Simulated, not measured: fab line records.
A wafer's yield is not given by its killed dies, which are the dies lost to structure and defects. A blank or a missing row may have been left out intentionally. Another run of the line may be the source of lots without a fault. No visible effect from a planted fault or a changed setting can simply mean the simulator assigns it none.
fab line records	flow sky130
[record] lots = 24	wafers = 72	last_day = 50
route steps=708 shown SONOS_ONO@173 GATE_OXIDE@200 CONTACT@406 METAL1@451
lots that met no fault: taken from a fault-free run of the same line
start_h: start of the lot's first displayed wafer, in hours after the record's first day	wait_h: hours elapsed since this lot's preceding step	" same as the row above	L1.1+2: several wafers, shown together as one row	- no value, or no start was given	* or withheld: withheld	< > ~ a bound
route shown NAME@n: names a module that has steps shown in the file, with the first one's number in the route	usual: mean/standard deviation of fault-free wafers	same: alike in all rows	chamber/n: place in a boat	sites: the reading at each site	_std_site: how widely they spread, as a standard deviation	_edge_site: outer sites' mean less inner sites'	radius_mm: for every site, how far away it sits from the centre of the wafer	mask NAME#n: copy n	behind: tool/chamber where the wafer was last shaped	hold: why the lot went on hold/how many hours it stayed there/how the hold came to an end	device: transistor that didn't switch, given as n, p or np	end of line: the tests these same wafers got at the end of their route	a step without rows: its recipe alone	killed: dies that structure and defects cost at the first sort, which is not the same as the wafer's yield	map: shows each die of a wafer: x if killed, . if not, _ if none is there
set.NAME: the setting the step ran with; set.NAME@STEP: the setting that earlier step ran with	model.NAME: the simulator's own value behind a step, which no gauge read
steps of the route over a sample of lots; a table a step, a row a wafer
services: from which hour (start_h, from the record's first day; less than 0 if before it) a tool's chamber was out of use, for how many hours, and why
[[steps]]
[step SKY_SONOS_ONO_THK_MEAS_05]
[recipe] reads = SiO2_of_SONOS_ONO_CVD_04
[usual] SONOS_ONO_CVD_04_THK = 5.72/0.13
lot.wafer	tool	chamber	start_h	wait_h	SONOS_ONO_CVD_04_THK[nm]
L074.2	film_metro-03	-	253.10	0.0	5.48
L074.3	"	-	"	"	5.49
L074.4	"	-	"	"	5.46
L075.1	film_metro-03	-	262.06	0.0	5.53
L075.3	"	-	"	"	5.63
L075.5	"	-	"	"	5.68
L076.1	film_metro-03	-	268.63	0.0	5.85
L076.2	"	-	"	"	5.83
L076.3	"	-	"	"	5.74
L077.2	film_metro-03	-	278.14	0.0	5.59
L077.3	"	-	"	"	5.70
L077.4	"	-	"	"	5.64
L078.2	film_metro-03	-	286.96	0.0	5.57
L078.3	"	-	"	"	5.51
L078.5	"	-	"	"	5.53
L079.1	film_metro-01	-	293.84	0.0	5.73
L079.3	"	-	"	"	5.77
L079.6	"	-	"	"	5.72
L080.1	film_metro-01	-	305.69	0.0	5.77
L080.3	"	-	"	"	5.90
L080.4	"	-	"	"	5.82
L081.1	film_metro-01	-	309.80	0.0	5.62
L081.3	"	-	"	"	5.60
L081.4	"	-	"	"	5.72
L082.4	film_metro-03	-	322.03	0.0	5.54
L082.5	"	-	"	"	5.59
L082.6	"	-	"	"	5.61
L083.1	film_metro-01	-	328.30	0.0	5.97
L083.2	"	-	"	"	5.82
L083.4	"	-	"	"	5.94
L084.2	film_metro-01	-	332.51	0.0	5.70
L084.5	"	-	"	"	5.66
L084.6	"	-	"	"	5.75
L085.1	film_metro-04	-	345.17	0.0	5.85
L085.4	"	-	"	"	5.93
L085.5	"	-	"	"	5.90
L086.2	film_metro-04	-	351.67	0.0	5.82
L086.3	"	-	"	"	5.88
L086.4	"	-	"	"	5.81
L087.4	film_metro-04	-	362.62	0.0	5.86
L087.5	"	-	"	"	5.74
L087.6	"	-	"	"	5.81
L088.3	film_metro-03	-	372.77	0.0	5.58
L088.5	"	-	"	"	5.63
L088.6	"	-	"	"	5.50
L089.1	film_metro-03	-	374.00	0.0	5.75
L089.3	"	-	"	"	5.74
L089.6	"	-	"	"	5.65
L090.2	film_metro-01	-	383.40	0.0	5.73
L090.3	"	-	"	"	5.65
L090.5	"	-	"	"	5.70
L091.1	film_metro-04	-	388.33	0.0	5.68
L091.2	"	-	"	"	5.73
L091.5	"	-	"	"	5.73
L092.1	film_metro-01	-	393.44	0.0	5.86
L092.3	"	-	"	"	5.78
L092.6	"	-	"	"	5.81
L093.3	film_metro-04	-	407.01	0.0	5.53
L093.5	"	-	"	"	5.70
L093.6	"	-	"	"	5.66
L094.2	film_metro-01	-	413.51	0.0	5.83
L094.3	"	-	"	"	5.97
L094.4	"	-	"	"	5.98
L095.1	film_metro-01	-	423.81	0.0	5.66
L095.5	"	-	"	"	5.78
L095.6	"	-	"	"	5.61
L096.2	film_metro-01	-	427.86	0.0	5.87
L096.4	"	-	"	"	5.78
L096.6	"	-	"	"	5.88
L097.1	film_metro-01	-	436.14	0.0	5.76
L097.3	"	-	"	"	5.82
L097.6	"	-	"	"	5.69
[step SKY_SONOS_ONO_CD_MEAS_13]
[recipe] target_cd_nm = 410
[usual] cd_nm = 410.0/2.6
lot.wafer	tool	chamber	start_h	wait_h	cd_nm
L074.2	cd_sem-01	-	277.80	0.1	412.3
L074.3	"	-	"	"	411.6
L074.4	"	-	"	"	412.0
L075.1	cd_sem-02	-	286.17	0.1	405.4
L075.3	"	-	"	"	408.1
L075.5	"	-	"	"	406.4
L076.1	cd_sem-01	-	292.72	0.1	410.8
L076.2	"	-	"	"	411.8
L076.3	"	-	"	"	408.9
L077.2	cd_sem-02	-	302.89	0.1	410.6
L077.3	"	-	"	"	407.6
L077.4	"	-	"	"	409.6
L078.2	cd_sem-02	-	311.50	0.1	411.0
L078.3	"	-	"	"	411.0
L078.5	"	-	"	"	411.9
L079.1	cd_sem-02	-	318.62	0.1	406.4
L079.3	"	-	"	"	409.1
L079.6	"	-	"	"	408.0
L080.1	cd_sem-01	-	331.53	0.1	409.7
L080.3	"	-	"	"	410.0
L080.4	"	-	"	"	407.5
L081.1	cd_sem-01	-	336.38	0.1	413.2
L081.3	"	-	"	"	414.8
L081.4	"	-	"	"	414.8
L082.4	cd_sem-01	-	349.04	0.1	404.0
L082.5	"	-	"	"	403.6
L082.6	"	-	"	"	401.3
L083.1	cd_sem-01	-	354.82	0.1	414.0
L083.2	"	-	"	"	415.3
L083.4	"	-	"	"	412.5
L084.2	cd_sem-01	-	359.88	0.1	411.9
L084.5	"	-	"	"	410.7
L084.6	"	-	"	"	411.6
L085.1	cd_sem-01	-	372.81	0.1	411.7
L085.4	"	-	"	"	411.0
L085.5	"	-	"	"	409.2
L086.2	cd_sem-02	-	379.50	0.1	408.0
L086.3	"	-	"	"	408.5
L086.4	"	-	"	"	406.7
L087.4	cd_sem-02	-	390.39	0.1	412.7
L087.5	"	-	"	"	411.9
L087.6	"	-	"	"	410.7
L088.3	cd_sem-01	-	401.62	0.1	411.4
L088.5	"	-	"	"	412.7
L088.6	"	-	"	"	409.6
L089.1	cd_sem-01	-	402.87	0.1	408.2
L089.3	"	-	"	"	409.0
L089.6	"	-	"	"	410.1
L090.2	cd_sem-01	-	411.80	0.1	408.4
L090.3	"	-	"	"	409.3
L090.5	"	-	"	"	409.7
L091.1	cd_sem-02	-	417.63	0.1	410.6
L091.2	"	-	"	"	410.2
L091.5	"	-	"	"	409.2
L092.1	cd_sem-02	-	423.26	0.1	411.5
L092.3	"	-	"	"	410.5
L092.6	"	-	"	"	407.7
L093.3	cd_sem-01	-	436.55	0.1	407.5
L093.5	"	-	"	"	407.2
L093.6	"	-	"	"	407.8
L094.2	cd_sem-01	-	443.40	0.1	409.0
L094.3	"	-	"	"	408.9
L094.4	"	-	"	"	410.8
L095.1	cd_sem-01	-	454.11	0.2	413.6
L095.5	"	-	"	"	412.6
L095.6	"	-	"	"	411.0
L096.2	cd_sem-01	-	458.35	0.1	409.6
L096.4	"	-	"	"	410.8
L096.6	"	-	"	"	410.2
L097.1	cd_sem-01	-	466.46	0.1	406.5
L097.3	"	-	"	"	408.3
L097.6	"	-	"	"	407.7
[step SKY_GATE_OXIDE_STRIP_13]
[recipe] chemistry = O2/N2	power_w = 1400	pressure_mtorr = 1500	platen_temp_c = withheld	o2_flow_sccm = 3000	n2_flow_sccm = 300	overash_fraction = 0.5
[usual] drypump_motor_current_A = 6.1/0.31	o2_flow_sccm = 3001/8.6	oes_product_au = 0.716/0.0043	strip_time_to_endpoint_s = 14.17/0.038
[same] overash_fraction = 0.5
lot.wafer	tool	chamber	start_h	wait_h	drypump_motor_current_A	o2_flow_sccm	oes_product_au	rf_hours_counter_h	strip_time_to_endpoint_s
L074.2	plasma_asher-04	0	304.92	0.0	5.7	3009	0.708	58	14.21
L074.3	"	1	"	"	5.9	2993	0.717	-	14.12
L074.4	"	0	"	"	5.8	2995	0.715	-	14.21
L075.1	plasma_asher-01	0	316.02	0.0	6.0	2997	0.718	19	14.11
L075.3	"	0	"	"	6.0	3002	0.718	-	14.16
L075.5	"	0	"	"	6.0	3000	0.716	-	14.11
L076.1	plasma_asher-01	1	320.76	0.0	6.4	2980	0.708	19	14.22
L076.2	"	0	"	"	6.0	2995	0.712	19	14.20
L076.3	"	0	"	"	6.1	3004	0.715	-	14.18
L077.2	plasma_asher-02	0	332.66	0.0	6.7	2989	0.716	64	14.19
L077.3	"	0	"	"	6.7	3003	0.714	-	14.19
L077.4	"	1	"	"	6.1	2996	0.709	-	14.21
L078.2	plasma_asher-04	0	339.41	0.0	5.8	3013	0.712	62	14.19
L078.3	"	1	"	"	5.9	2998	0.722	-	14.19
L078.5	"	1	"	"	5.9	3001	0.724	-	14.18
L079.1	plasma_asher-01	1	347.32	0.0	6.4	3022	0.712	22	14.18
L079.3	"	1	"	"	6.4	3015	0.724	-	14.18
L079.6	"	1	"	"	6.4	3017	0.713	-	14.14
L080.1	plasma_asher-04	0	360.91	0.0	5.7	3007	0.714	64	14.24
L080.3	"	1	"	"	5.9	2987	0.715	-	14.25
L080.4	"	0	"	"	5.7	3012	0.718	-	14.30
L081.1	plasma_asher-04	1	367.56	0.0	5.9	2996	0.713	65	14.15
L081.3	"	0	"	"	5.8	3003	0.712	-	14.10
L081.4	"	1	"	"	5.9	3002	0.709	-	14.10
L082.4	plasma_asher-04	0	379.59	0.0	5.8	3016	0.711	-	14.21
L082.5	"	0	"	"	5.8	3012	0.714	-	14.21
L082.6	"	1	"	"	5.9	2992	0.721	-	14.18
L083.1	plasma_asher-02	0	386.31	0.0	6.7	3001	0.713	66	14.17
L083.2	"	1	"	"	6.1	2998	0.709	66	14.17
L083.4	"	1	"	"	6.1	2992	0.720	-	14.18
L084.2	plasma_asher-02	1	390.31	0.0	6.1	2996	0.708	67	14.19
L084.5	"	1	"	"	6.1	3013	0.715	-	14.22
L084.6	"	0	"	"	6.7	3006	0.715	-	14.21
L085.1	plasma_asher-02	0	403.67	0.0	6.7	3014	0.715	68	14.19
L085.4	"	0	"	"	6.7	2997	0.726	-	14.20
L085.5	"	0	"	"	6.7	3017	0.714	-	14.18
L086.2	plasma_asher-01	0	411.11	0.0	6.1	2996	0.721	29	14.14
L086.3	"	0	"	"	6.0	3002	0.716	-	14.18
L086.4	"	1	"	"	6.3	3008	0.717	-	14.16
L087.4	plasma_asher-01	1	424.69	0.0	6.4	3000	0.713	-	14.19
L087.5	"	0	"	"	6.0	3009	0.719	-	14.19
L087.6	"	1	"	"	6.4	2993	0.718	-	14.15
L088.3	plasma_asher-01	0	433.44	0.0	6.1	2989	0.713	-	14.12
L088.5	"	0	"	"	6.1	2995	0.713	-	14.13
L088.6	"	1	"	"	6.4	2998	0.721	-	14.10
L089.1	plasma_asher-02	1	434.46	0.0	6.1	3001	0.717	71	14.14
L089.3	"	0	"	"	6.7	2994	0.717	-	14.16
L089.6	"	0	"	"	6.7	2985	0.723	-	14.14
L090.2	plasma_asher-04	0	447.66	0.0	5.8	3008	0.721	1	14.18
L090.3	"	0	"	"	5.8	3006	0.712	-	14.17
L090.5	"	1	"	"	5.9	3003	0.707	-	14.17
L091.1	plasma_asher-02	1	450.81	0.0	6.1	3012	0.705	73	14.20
L091.2	"	0	"	"	6.7	3012	0.714	73	14.20
L091.5	"	1	"	"	6.1	2999	0.711	-	14.14
L092.1	plasma_asher-02	1	456.86	0.0	6.0	2998	0.719	74	14.14
L092.3	"	0	"	"	6.7	2995	0.721	-	14.13
L092.6	"	1	"	"	6.1	3007	0.721	-	14.13
L093.3	plasma_asher-04	1	469.40	0.0	5.9	3008	0.724	-	14.15
L093.5	"	0	"	"	5.8	3004	0.717	-	14.14
L093.6	"	1	"	"	5.9	2995	0.709	-	14.15
L094.2	plasma_asher-01	0	475.26	0.0	6.0	3004	0.720	35	14.17
L094.3	"	1	"	"	6.4	2994	0.718	-	14.13
L094.4	"	0	"	"	6.0	3003	0.720	-	14.17
L095.1	plasma_asher-01	1	486.76	0.0	6.4	3002	0.719	37	14.15
L095.5	"	1	"	"	6.4	2997	0.718	-	14.13
L095.6	"	0	"	"	6.0	3010	0.715	-	14.15
L096.2	plasma_asher-02	1	492.22	0.0	6.1	3001	0.721	77	14.23
L096.4	"	1	"	"	6.1	3011	0.715	-	14.20
L096.6	"	1	"	"	6.1	3016	0.719	-	14.26
L097.1	plasma_asher-04	0	499.81	0.0	5.8	2996	0.713	7	14.20
L097.3	"	0	"	"	5.8	2996	0.722	-	14.22
L097.6	"	1	"	"	5.9	3011	0.718	-	14.19
[step SKY_CONTACT_CVD_00]
[recipe] material = Si3N4	target_thk_nm = 75	temp_c = 400	time_s = withheld	rf_w = 450
[usual] heater_power_w = 704/71
lot.wafer	tool	chamber	start_h	wait_h	heater_power_w
L074.2	pecvd-02	0	700.34	0.0	771
L074.3	"	2	"	"	767
L074.4	"	2	"	"	772
L075.1	pecvd-03	0	710.68	0.0	573
L075.3	"	1	"	"	700
L075.5	"	1	"	"	713
L076.1	pecvd-03	2	714.28	0.0	797
L076.2	"	0	"	"	625
L076.3	"	1	"	"	670
L077.2	pecvd-02	2	728.18	0.0	767
L077.3	"	0	"	"	701
L077.4	"	0	"	"	717
L078.2	pecvd-03	0	737.87	0.0	572
L078.3	"	1	"	"	689
L078.5	"	1	"	"	721
L079.1	pecvd-01	2	739.16	0.0	684
L079.3	"	0	"	"	767
L079.6	"	1	"	"	665
L080.1	pecvd-03	2	755.65	0.0	733
L080.3	"	1	"	"	704
L080.4	"	0	"	"	622
L081.1	pecvd-03	0	763.43	0.0	566
L081.3	"	1	"	"	718
L081.4	"	2	"	"	761
L082.4	pecvd-03	2	769.56	0.0	751
L082.5	"	0	"	"	638
L082.6	"	1	"	"	735
L083.1	pecvd-01	0	777.69	0.0	731
L083.2	"	2	"	"	710
L083.4	"	0	"	"	726
L084.2	pecvd-02	1	785.53	0.0	768
L084.5	"	2	"	"	734
L084.6	"	0	"	"	770
L085.1	pecvd-01	0	794.08	0.0	744
L085.4	"	2	"	"	652
L085.5	"	0	"	"	731
L086.2	pecvd-01	2	804.88	0.0	724
L086.3	"	1	"	"	708
L086.4	"	2	"	"	736
L087.4	pecvd-02	1	816.02	0.0	756
L087.5	"	0	"	"	790
L087.6	"	2	"	"	690
L089.1	pecvd-01	1	821.25	0.0	665
L089.3	"	1	"	"	668
L089.6	"	2	"	"	721
L088.3	pecvd-03	2	822.75	0.0	791
L088.5	"	2	"	"	769
L088.6	"	0	"	"	600
L091.1	pecvd-03	0	841.05	0.0	594
L091.2	"	2	"	"	667
L091.5	"	2	"	"	685
L092.1	pecvd-01	1	842.72	0.0	606
L092.3	"	1	"	"	609
L092.6	"	2	"	"	717
L090.2	pecvd-03	0	843.49	0.0	534
L090.3	"	0	"	"	545
L090.5	"	0	"	"	553
L093.3	pecvd-03	0	850.13	0.0	616
L093.5	"	1	"	"	680
L093.6	"	0	"	"	510
L094.2	pecvd-02	0	856.64	0.0	801
L094.3	"	2	"	"	800
L094.4	"	1	"	"	645
L095.1	pecvd-01	0	867.13	0.0	783
L095.5	"	0	"	"	756
L095.6	"	2	"	"	720
L096.2	pecvd-03	2	870.00	0.0	772
L096.4	"	2	"	"	780
L096.6	"	1	"	"	687
L097.1	pecvd-02	1	877.84	0.0	660
L097.3	"	0	"	"	843
L097.6	"	2	"	"	743
[step SKY_CONTACT_ETCH_17]
[recipe] target = SiO2	chemistry = C4F8/O2/Ar	stop_on = Si3N4	mask_material = KrF-thick	source_w = 1500	bias_w = 1200	pressure_mtorr = 40	c4f8_flow_sccm = withheld	O2_flow_sccm = 6	Ar_flow_sccm = 300	time_s = withheld	target_depth_a = 3400
[usual] oes_product_au = 0.891/0.0052
lot.wafer	tool	chamber	start_h	wait_h	oes_product_au
L074.2	rie_diel-04	0	728.52	0.0	0.887
L074.3	"	3	"	"	0.886
L074.4	"	2	"	"	0.897
L075.1	rie_diel-04	2	738.47	0.0	0.889
L075.3	"	0	"	"	0.894
L075.5	"	3	"	"	0.894
L076.1	rie_diel-02	2	742.46	0.0	0.894
L076.2	"	1	"	"	0.878
L076.3	"	0	"	"	0.897
L077.2	rie_diel-04	2	756.06	0.0	0.897
L077.3	"	1	"	"	0.891
L077.4	"	0	"	"	0.887
L078.2	rie_diel-04	2	765.41	0.0	0.894
L078.3	"	3	"	"	0.902
L078.5	"	2	"	"	0.890
L079.1	rie_diel-03	3	766.71	0.0	0.891
L079.3	"	2	"	"	0.883
L079.6	"	2	"	"	0.888
L080.1	rie_diel-04	2	783.02	0.0	0.890
L080.3	"	1	"	"	0.894
L080.4	"	0	"	"	0.887
L081.1	rie_diel-04	0	790.56	0.0	0.892
L081.3	"	1	"	"	0.889
L081.4	"	2	"	"	0.892
L082.4	rie_diel-04	2	796.62	0.0	0.882
L082.5	"	1	"	"	0.902
L082.6	"	0	"	"	0.896
L083.1	rie_diel-03	0	805.57	0.0	0.897
L083.2	"	3	"	"	0.888
L083.4	"	2	"	"	0.895
L084.2	rie_diel-02	0	812.72	0.0	0.888
L084.5	"	2	"	"	0.890
L084.6	"	1	"	"	0.902
L085.1	rie_diel-02	2	821.31	0.0	0.891
L085.4	"	3	"	"	0.890
L085.5	"	0	"	"	0.898
L086.2	rie_diel-03	1	832.02	0.0	0.900
L086.3	"	3	"	"	0.886
L086.4	"	2	"	"	0.894
L087.4	rie_diel-04	0	843.51	0.0	0.900
L087.5	"	2	"	"	0.895
L087.6	"	1	"	"	0.895
L089.1	rie_diel-03	1	847.86	0.0	0.891
L089.3	"	2	"	"	0.891
L089.6	"	0	"	"	0.890
L088.3	rie_diel-02	0	850.12	0.0	0.893
L088.5	"	2	"	"	0.886
L088.6	"	1	"	"	0.888
L091.1	rie_diel-02	1	867.77	0.0	0.895
L091.2	"	3	"	"	0.880
L091.5	"	0	"	"	0.896
L092.1	rie_diel-02	0	869.76	0.0	0.898
L092.3	"	2	"	"	0.885
L092.6	"	3	"	"	0.892
L090.2	rie_diel-04	2	871.21	0.0	0.879
L090.3	"	0	"	"	0.892
L090.5	"	3	"	"	0.884
L093.3	rie_diel-02	2	876.82	0.0	0.888
L093.5	"	3	"	"	0.894
L093.6	"	0	"	"	0.882
L094.2	rie_diel-04	3	884.52	0.0	0.877
L094.3	"	1	"	"	0.894
L094.4	"	2	"	"	0.886
L095.1	rie_diel-02	3	894.47	0.0	0.885
L095.5	"	3	"	"	0.891
L095.6	"	2	"	"	0.892
L096.2	rie_diel-02	1	897.02	0.0	0.881
L096.4	"	3	"	"	0.895
L096.6	"	0	"	"	0.895
L097.1	rie_diel-04	3	905.13	0.0	0.897
L097.3	"	0	"	"	0.893
L097.6	"	0	"	"	0.899
[step SKY_METAL1_DESCUM_17]
[recipe] chemistry = O2	source_power_w = 150	bias_power_w = 0	pressure_mtorr = 10	temp_c = 40	time_s = 8
[usual] drypump_motor_current_A = 5.95/0.24	oes_product_au = 0.999/0.013
lot.wafer	tool	chamber	start_h	wait_h	drypump_motor_current_A	oes_product_au	rf_hours_counter_h
L074.2	rie_metal-02	1	757.28	0.0	5.72	0.989	15
L074.3	"	1	"	"	5.70	0.998	-
L074.4	"	0	"	"	5.86	0.983	-
L075.1	rie_metal-01	1	767.08	0.0	5.78	0.993	14
L075.3	"	1	"	"	5.77	0.990	-
L075.5	"	1	"	"	5.79	0.996	-
L076.1	rie_metal-04	1	771.03	0.0	5.92	1.009	4
L076.2	"	0	"	"	6.38	1.008	10
L076.3	"	0	"	"	6.38	1.013	-
L077.2	rie_metal-02	0	784.53	0.0	5.90	0.986	12
L077.3	"	0	"	"	5.89	0.988	-
L077.4	"	1	"	"	5.70	0.996	-
L078.2	rie_metal-04	0	793.43	0.0	6.40	1.003	11
L078.3	"	1	"	"	6.02	1.010	-
L078.5	"	1	"	"	5.96	1.002	-
L079.1	rie_metal-01	0	794.53	0.0	5.75	0.988	10
L079.3	"	0	"	"	5.75	0.985	-
L079.6	"	0	"	"	5.73	0.979	-
L080.1	rie_metal-02	0	811.08	0.0	5.93	0.990	13
L080.3	"	0	"	"	5.91	0.991	-
L080.4	"	0	"	"	5.89	0.983	-
L081.1	rie_metal-04	1	819.08	0.0	5.97	1.008	6
L081.3	"	0	"	"	6.37	1.018	-
L081.4	"	1	"	"	5.94	1.002	-
L082.4	rie_metal-01	1	823.93	0.0	5.82	0.983	-
L082.5	"	0	"	"	5.75	0.988	-
L082.6	"	1	"	"	5.80	0.987	-
L083.1	rie_metal-04	0	833.97	0.0	6.39	1.020	12
L083.2	"	1	"	"	5.95	1.005	7
L083.4	"	1	"	"	5.99	0.993	-
L084.2	rie_metal-04	1	840.83	0.0	5.95	1.007	7
L084.5	"	1	"	"	5.95	0.993	-
L084.6	"	0	"	"	6.39	1.016	-
L085.1	rie_metal-04	0	849.38	0.0	6.38	1.029	13
L085.4	"	0	"	"	6.37	1.024	-
L085.5	"	0	"	"	6.38	1.025	-
L086.2	rie_metal-02	1	859.77	0.0	5.71	0.993	1
L086.3	"	1	"	"	5.70	0.987	-
L086.4	"	0	"	"	5.94	0.976	-
L087.4	rie_metal-01	1	871.89	0.0	5.81	0.986	-
L087.5	"	1	"	"	5.83	0.979	-
L087.6	"	0	"	"	5.74	0.993	-
L089.1	rie_metal-02	1	876.13	0.0	5.73	0.991	2
L089.3	"	1	"	"	5.69	0.988	-
L089.6	"	0	"	"	5.89	0.990	-
L088.3	rie_metal-04	0	878.09	0.0	6.36	1.009	-
L088.5	"	0	"	"	6.38	1.020	-
L088.6	"	1	"	"	5.96	1.004	-
L091.1	rie_metal-01	0	895.63	0.0	5.75	0.989	16
L091.2	"	1	"	"	5.84	1.000	2
L091.5	"	1	"	"	5.82	0.976	-
L092.1	rie_metal-04	0	898.13	0.0	6.41	1.015	15
L092.3	"	0	"	"	6.40	1.013	-
L092.6	"	1	"	"	5.95	1.003	-
L090.2	rie_metal-02	1	899.09	0.0	5.71	0.997	-
L090.3	"	1	"	"	5.74	1.002	-
L090.5	"	1	"	"	5.69	1.000	-
L093.3	rie_metal-02	1	904.99	0.0	5.73	1.003	-
L093.5	"	1	"	"	5.72	1.014	-
L093.6	"	1	"	"	5.72	1.007	-
L094.2	rie_metal-01	0	912.07	0.0	5.74	0.997	17
L094.3	"	0	"	"	5.75	0.994	-
L094.4	"	1	"	"	5.78	0.992	-
L095.1	rie_metal-01	0	921.93	0.0	5.75	0.989	17
L095.5	"	1	"	"	5.79	0.982	-
L095.6	"	0	"	"	5.74	0.990	-
L096.2	rie_metal-04	0	923.88	0.0	6.38	1.014	16
L096.4	"	0	"	"	6.40	1.018	-
L096.6	"	0	"	"	6.38	1.012	-
L097.1	rie_metal-04	1	931.87	0.0	5.96	0.997	11
L097.3	"	0	"	"	6.39	1.010	-
L097.6	"	0	"	"	6.40	1.010	-
[[services]]
tool	chamber	start_h	hours	kind
rie_diel-04	0	295.80	8.2	repair
pecvd-03	0	310.49	4.2	repair
rie_diel-02	3	315.45	56.7	repair
rie_diel-04	-	345.31	0.3	repair
rie_diel-04	3	366.77	5.5	repair
rie_diel-02	3	380.60	8.3	repair
pecvd-03	-	387.54	2.8	pm
rie_diel-04	3	465.19	6.8	repair
rie_metal-04	-	485.91	0.7	repair
pecvd-03	2	490.47	16.2	repair
rie_metal-04	-	495.18	1.4	pm
rie_diel-02	3	519.38	12.7	repair
rie_diel-04	2	549.03	8.1	repair
rie_metal-04	0	709.55	22.0	repair
rie_diel-04	0	747.86	8.1	repair
rie_metal-04	0	780.77	10.0	repair
rie_diel-04	3	784.62	8.8	repair
rie_metal-04	-	784.73	2.8	pm
pecvd-03	2	817.83	2.5	repair
rie_metal-04	-	820.32	0.5	repair
pecvd-03	-	820.84	1.0	repair
rie_diel-04	0	847.73	5.8	repair
rie_metal-04	-	851.79	3.0	repair
pecvd-03	0	856.66	22.8	repair
[[key]]
fault none
